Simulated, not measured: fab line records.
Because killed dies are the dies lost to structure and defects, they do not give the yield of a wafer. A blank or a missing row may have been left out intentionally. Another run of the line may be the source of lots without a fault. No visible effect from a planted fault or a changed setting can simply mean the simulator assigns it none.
fab line records -- flow sfq-line
[record] lots = 6, wafers = 18, last-day = 91
route steps=325 shown M2@102 I2@103
lots that met no fault: from a run of the same line without faults
start-h: the number of hours between the record's first day and the start of the first shown wafer of the lot -- wait-h: hours since the lot's step before -- " the same as in the row above -- L1.1+2: a row that stands for several wafers -- - no value, or no start given -- * or withheld: withheld -- < > ~ a bound
route shown NAME@n: a module of which the file shows steps, and the number in the route of the first -- usual: average and standard deviation across the fault-free wafers -- same: alike in all rows -- chamber/n: place in a boat -- sites: each site's reading -- _std_site: the standard deviation of these -- _edge_site: inner sites' mean taken away from outer sites' mean -- radius-mm: for every site, how far away it sits from the centre of the wafer -- mask NAME#n: copy n -- behind: tool/chamber where the wafer was last shaped -- hold: why the lot went on hold/how many hours it stayed there/how the hold came to an end -- device: the n, p or np transistor that did not switch -- end of line: tests run on the same wafers once the route is complete -- a step given without rows: its recipe and nothing more -- killed: dies that structure and defects cost at the first sort, which is not the same as the wafer's yield -- map: a wafer's dies, x killed, . not, _ none there
set.NAME: the run value of the setting; set.NAME@STEP: its run value at that earlier step -- model.NAME: the simulator's own value behind a step, which no gauge read
certain route steps with their lots: each step a table, each wafer a row
services: when a tool's chamber went out of use (start-h, in hours from the record's first day, below 0 if earlier), for how many hours, and the reason
[[steps]]
[step SFQ_TRILAYER_M2_STRIP_SOLV_CLEAN_062]
[recipe] chemistry = NMP, temp-c = 70, time-s = 600
[step SFQ_TRILAYER_I2_DEP_PECVD_063]
[recipe] material = SiO2, temp-c = 150, time-s = 111.11, pressure-torr = 2.4, rf-w = 183.3, precursor = SiH4/N2O, target-thk-nm = 500
[usual] heater-power-outer-w = 27/5.8, heater-power-w = 78/11, throttle-valve-pct = 25.8/1.4
lot.wafer,tool,chamber,start-h,wait-h,heater-power-outer-w,heater-power-w,throttle-valve-pct
L697.2,pecvd-04,2,579.97,0.0,35,89,24.2
L697.5,pecvd-04,2,579.97,0.0,38,89,24.3
L697.6,pecvd-04,1,579.97,0.0,25,74,25.0
L701.1,pecvd-01,1,678.35,0.0,27,72,25.5
L701.4,pecvd-01,1,678.35,0.0,29,78,25.2
L701.5,pecvd-01,2,678.35,0.0,30,78,24.4
L702.2,pecvd-03,1,687.95,0.0,30,78,27.4
L702.3,pecvd-03,2,687.95,0.0,24,71,25.3
L702.6,pecvd-03,0,687.95,0.0,25,82,27.9
L703.1,pecvd-03,2,856.76,0.0,29,76,25.1
L703.3,pecvd-03,1,856.76,0.0,28,75,27.3
L703.4,pecvd-03,1,856.76,0.0,31,79,27.3
L712.2,pecvd-04,0,941.73,0.0,22,64,25.1
L712.3,pecvd-04,1,941.73,0.0,20,69,25.7
L712.4,pecvd-04,2,941.73,0.0,38,96,25.0
L714.4,pecvd-04,1,954.17,0.0,28,82,25.3
L714.5,pecvd-04,0,954.17,0.0,13,53,24.9
L714.6,pecvd-04,2,954.17,0.0,37,91,25.1
[step SFQ_TRILAYER_I2_CMP_CMP_064]
[recipe] material = SiO2, down-force-psi = 3, platen-rpm = 60, pad-velocity-m-s = 0.94248
[usual] edge-zone-pressure-frac = 1.000/0.005, motor-current-A = 10.0/1.4, time-to-endpoint-s = 217/6.5
lot.wafer,tool,chamber,start-h,wait-h,edge-zone-pressure-frac,motor-current-A,time-to-endpoint-s
L697.2,cmp-02,2,584.13,4.1,1.002,12.0,219
L697.6,cmp-02,0,585.13,5.1,1.009,10.4,223
L697.5,cmp-02,1,585.13,5.1,1.002,10.4,217
L701.1,cmp-01,0,678.42,0.0,0.989,8.5,216
L701.4,cmp-01,1,678.42,0.0,0.996,9.2,220
L701.5,cmp-01,1,680.92,2.5,0.997,9.0,215
L702.3,cmp-02,2,689.88,1.9,0.997,11.9,222
L702.2,cmp-02,3,689.88,1.9,0.988,8.6,214
L702.6,cmp-02,3,692.38,4.4,0.991,8.6,220
L703.4,cmp-02,1,863.64,6.8,1.002,10.4,219
L703.1,cmp-02,2,863.64,6.8,1.006,11.3,218
L703.3,cmp-02,3,863.64,6.8,1.006,8.1,213
L712.4,cmp-02,3,962.64,20.8,1.002,8.8,211
L712.3,cmp-02,0,962.64,20.8,0.995,10.6,213
L712.2,cmp-02,2,964.14,22.4,0.997,12.0,216
L714.4,cmp-01,2,971.39,17.2,1.001,12.2,232
L714.6,cmp-01,3,971.39,17.2,1.003,8.7,226
L714.5,cmp-01,0,971.39,17.2,0.994,8.3,232
[step SFQ_I2_BOW_MEAS_917]
[recipe] mode = bow
[usual] I2_BOW = 2/7.7
lot.wafer,tool,chamber,start-h,wait-h,I2_BOW[um]
L697.2,film-metro-02,-,586.15,1.5,-6
L697.5,film-metro-02,-,586.15,1.5,-6
L697.6,film-metro-02,-,586.15,1.5,0
L701.1,film-metro-02,-,681.42,2.5,-1
L701.4,film-metro-02,-,681.42,2.5,12
L701.5,film-metro-02,-,681.42,2.5,5
L702.2,film-metro-02,-,692.90,2.0,6
L702.3,film-metro-02,-,692.90,2.0,-1
L702.6,film-metro-02,-,692.90,2.0,15
L703.1,film-metro-02,-,866.64,2.0,1
L703.3,film-metro-02,-,866.64,2.0,5
L703.4,film-metro-02,-,866.64,2.0,-9
L712.2,film-metro-02,-,965.66,1.0,4
L712.3,film-metro-02,-,965.66,1.0,-11
L712.4,film-metro-02,-,965.66,1.0,-2
L714.4,film-metro-03,-,972.95,1.1,0
L714.5,film-metro-03,-,972.95,1.1,8
L714.6,film-metro-03,-,972.95,1.1,-6
[step SFQ_TRILAYER_I2_METRO_MEASURE_065]
[usual] thk-nm = 200.2/0.78
lot.wafer,tool,chamber,start-h,wait-h,thk-nm
L697.2,film-metro-02,-,586.45,0.3,201.2
L697.5,film-metro-02,-,586.45,0.3,200.7
L697.6,film-metro-02,-,586.45,0.3,199.7
L701.1,film-metro-02,-,681.54,0.1,200.4
L701.4,film-metro-02,-,681.54,0.1,200.7
L701.5,film-metro-02,-,681.54,0.1,200.0
L702.2,film-metro-02,-,693.20,0.3,200.3
L702.3,film-metro-02,-,693.20,0.3,201.4
L702.6,film-metro-02,-,693.20,0.3,200.4
L703.1,film-metro-02,-,866.76,0.1,200.6
L703.3,film-metro-02,-,866.76,0.1,199.5
L703.4,film-metro-02,-,866.76,0.1,199.9
L712.2,film-metro-02,-,965.96,0.3,199.1
L712.3,film-metro-02,-,965.96,0.3,200.9
L712.4,film-metro-02,-,965.96,0.3,199.2
L714.4,film-metro-03,-,973.61,0.6,199.6
L714.5,film-metro-03,-,973.61,0.6,199.1
L714.6,film-metro-03,-,973.61,0.6,200.8
[step SFQ_TRILAYER_I2_VIA_LITHO_COAT_072]
[recipe] resist = BARC, spin-rpm = 3000, resist-thk-nm = 62
[step SFQ_TRILAYER_I2_VIA_LITHO_COAT_067]
[recipe] resist = KrF, spin-rpm = 3036, resist-thk-nm = 650
[step SFQ_TRILAYER_I2_VIA_LITHO_SOFTBAKE_071]
[recipe] temp-c = withheld, time-s = withheld, resist = KrF
[step SFQ_TRILAYER_I2_VIA_LITHO_EXPOSE_068]
[recipe] mask-id = I2, na = 0.6, source-shape = conventional, sigma-outer = 0.65, target-cd-nm = 500, dose-mj = 21.3
[step SFQ_TRILAYER_I2_VIA_LITHO_PEB_070]
[recipe] peb-temp-c = 115, peb-time-s = 60, resist = KrF
[step SFQ_TRILAYER_I2_VIA_LITHO_DEVELOP_069]
[recipe] time-s = 60, resist = KrF
[step SFQ_I2_OVL_MEAS_918]
[usual] I2_OVL = 1/5.4
lot.wafer,tool,chamber,start-h,wait-h,I2_OVL[nm]
L697.2,overlay-01,-,757.68,0.1,-2
L697.5,overlay-01,-,757.68,0.1,-7
L697.6,overlay-01,-,757.68,0.1,-1
L701.1,overlay-01,-,840.15,0.1,0
L701.4,overlay-01,-,840.15,0.1,-5
L701.5,overlay-01,-,840.15,0.1,-4
L702.2,overlay-01,-,845.96,0.1,1
L702.3,overlay-01,-,845.96,0.1,0
L702.6,overlay-01,-,845.96,0.1,6
L703.1,overlay-01,-,870.21,0.1,-14
L703.3,overlay-01,-,870.21,0.1,-5
L703.4,overlay-01,-,870.21,0.1,-3
L712.2,overlay-01,-,1096.49,0.1,-5
L712.3,overlay-01,-,1096.49,0.1,5
L712.4,overlay-01,-,1096.49,0.1,-4
L714.4,overlay-01,-,1107.43,0.1,2
L714.5,overlay-01,-,1107.43,0.1,4
L714.6,overlay-01,-,1107.43,0.1,6
[step SFQ_TRILAYER_I2_VIA_BARC_OPEN_VIA_ETCH_096]
[recipe] mask-material = PR, chemistry = O2, target-depth-nm = 125, target = BARC, source-w = 500, bias-w = 80, pressure-mtorr = 30, time-s = 41.7
[usual] chamber-pressure-mTorr = 30.000/0.027, drypump-motor-current-A = 5.7/0.36, oes-product-au = 0.685/0.0044
lot.wafer,tool,chamber,start-h,wait-h,chamber-pressure-mTorr,drypump-motor-current-A,oes-product-au,rf-hours-counter-h
L697.2,rie-diel-03,0,757.71,0.0,30.010,5.2,0.696,22
L697.5,rie-diel-03,0,757.71,0.0,29.981,5.2,0.682,-
L697.6,rie-diel-03,2,757.71,0.0,30.033,5.7,0.683,-
L701.1,rie-diel-01,2,840.19,0.0,29.978,6.2,0.682,4
L701.4,rie-diel-01,1,840.19,0.0,30.020,5.8,0.689,14
L701.5,rie-diel-01,3,840.19,0.0,29.918,5.9,0.685,-
L702.2,rie-diel-03,2,845.99,0.0,29.953,5.7,0.679,14
L702.3,rie-diel-03,1,845.99,0.0,30.009,5.9,0.680,5
L702.6,rie-diel-03,2,845.99,0.0,30.037,5.7,0.681,-
L703.1,rie-diel-01,1,870.24,0.0,30.018,5.8,0.683,14
L703.3,rie-diel-01,0,870.24,0.0,29.988,5.4,0.684,14
L703.4,rie-diel-01,3,870.24,0.0,30.012,5.9,0.685,14
L712.2,rie-diel-01,3,1096.52,0.0,30.005,5.9,0.683,18
L712.3,rie-diel-01,0,1096.52,0.0,30.038,5.4,0.682,18
L712.4,rie-diel-01,2,1096.52,0.0,24.017,6.3,0.687,8
L714.4,rie-diel-01,3,1107.45,0.0,29.962,5.9,0.684,18
L714.5,rie-diel-01,2,1107.45,0.0,24.015,6.2,0.676,-
L714.6,rie-diel-01,3,1107.45,0.0,30.018,5.9,0.685,-
[step SFQ_TRILAYER_I2_VIA_ETCH_VIA_ETCH_070]
[recipe] target = SiO2, stop-on = Nb, mask-material = PR, taper-deg = 20, chemistry = CHF3, target-depth-nm = 260, source-w = 500, bias-w = 80, pressure-mtorr = 30, time-s = withheld
[usual] chamber-pressure-mTorr = 30.004/0.027, drypump-motor-current-A = 5.7/0.36, oes-product-au = 0.855/0.0054
lot.wafer,tool,chamber,start-h,wait-h,chamber-pressure-mTorr,drypump-motor-current-A,oes-product-au
L697.2,rie-diel-03,0,757.75,0.0,29.998,5.2,0.857
L697.5,rie-diel-03,0,757.75,0.0,30.021,5.2,0.858
L697.6,rie-diel-03,2,757.75,0.0,29.976,5.7,0.859
L701.1,rie-diel-01,2,840.23,0.0,29.995,6.2,0.855
L701.4,rie-diel-01,1,840.23,0.0,30.005,5.8,0.851
L701.5,rie-diel-01,3,840.23,0.0,29.992,5.8,0.859
L702.2,rie-diel-03,2,846.03,0.0,30.000,5.7,0.859
L702.3,rie-diel-03,1,846.03,0.0,29.977,5.9,0.849
L702.6,rie-diel-03,2,846.03,0.0,30.006,5.8,0.854
L703.1,rie-diel-01,1,870.28,0.0,29.969,5.8,0.857
L703.3,rie-diel-01,0,870.28,0.0,29.997,5.4,0.855
L703.4,rie-diel-01,3,870.28,0.0,29.989,5.9,0.850
L712.2,rie-diel-01,3,1096.56,0.0,29.987,5.9,0.858
L712.3,rie-diel-01,0,1096.56,0.0,30.020,5.4,0.851
L712.4,rie-diel-01,2,1096.56,0.0,29.988,6.2,0.852
L714.4,rie-diel-01,3,1107.49,0.0,30.018,5.9,0.845
L714.5,rie-diel-01,2,1107.49,0.0,30.042,6.2,0.849
L714.6,rie-diel-01,3,1107.49,0.0,30.028,5.9,0.847
[[services]]
tool,chamber,start-h,hours,kind
film-metro-02,-,588.29,1.5,repair
cmp-02,-,589.13,4.9,pm
cmp-02,-,609.05,0.2,repair
cmp-02,-,668.34,0.3,repair
cmp-02,-,676.55,4.1,repair
rie-diel-01,3,682.70,6.9,repair
rie-diel-01,2,690.43,1.3,repair
rie-diel-01,-,699.33,14.6,pm
rie-diel-03,2,704.23,4.7,repair
film-metro-02,-,707.35,2.3,pm
cmp-02,-,711.47,1.2,repair
rie-diel-03,1,728.98,40.1,repair
rie-diel-03,3,729.75,2.8,repair
cmp-02,-,737.28,8.8,pm
cmp-02,-,749.75,4.0,pm
film-metro-02,-,784.36,0.5,pm
film-metro-02,-,791.57,3.3,repair
film-metro-02,-,871.38,0.5,pm
rie-diel-01,2,893.54,3.5,repair
film-metro-02,-,897.93,3.2,pm
film-metro-02,-,925.74,0.7,pm
film-metro-02,-,951.11,0.9,pm
film-metro-02,-,1028.93,0.6,pm
film-metro-02,-,1034.38,10.5,pm
[[key]]
[first-sign] step = SFQ_TRILAYER_I2_VIA_BARC_OPEN_VIA_ETCH_096, reading = chamber-pressure-mTorr, direction = down, sigmas = 99+, usual = 30.000, struck = 24.016
effect none on later readings
met-at SFQ_TRILAYER_I2_VIA_BARC_OPEN_VIA_ETCH_096
struck-wafers L712.4,L714.5
onset-between 840.19 1096.52
[fault] kind = process-parameter-drift, tool = rie-diel-01, chamber = 2, onset-h = 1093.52, steps = SFQ_TRILAYER_I2_VIA_BARC_OPEN_VIA_ETCH_096, channel = pressure-mtorr, offset = -6, shape = step, end-h = 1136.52, acts-in = these-recipes-only, stated = 30
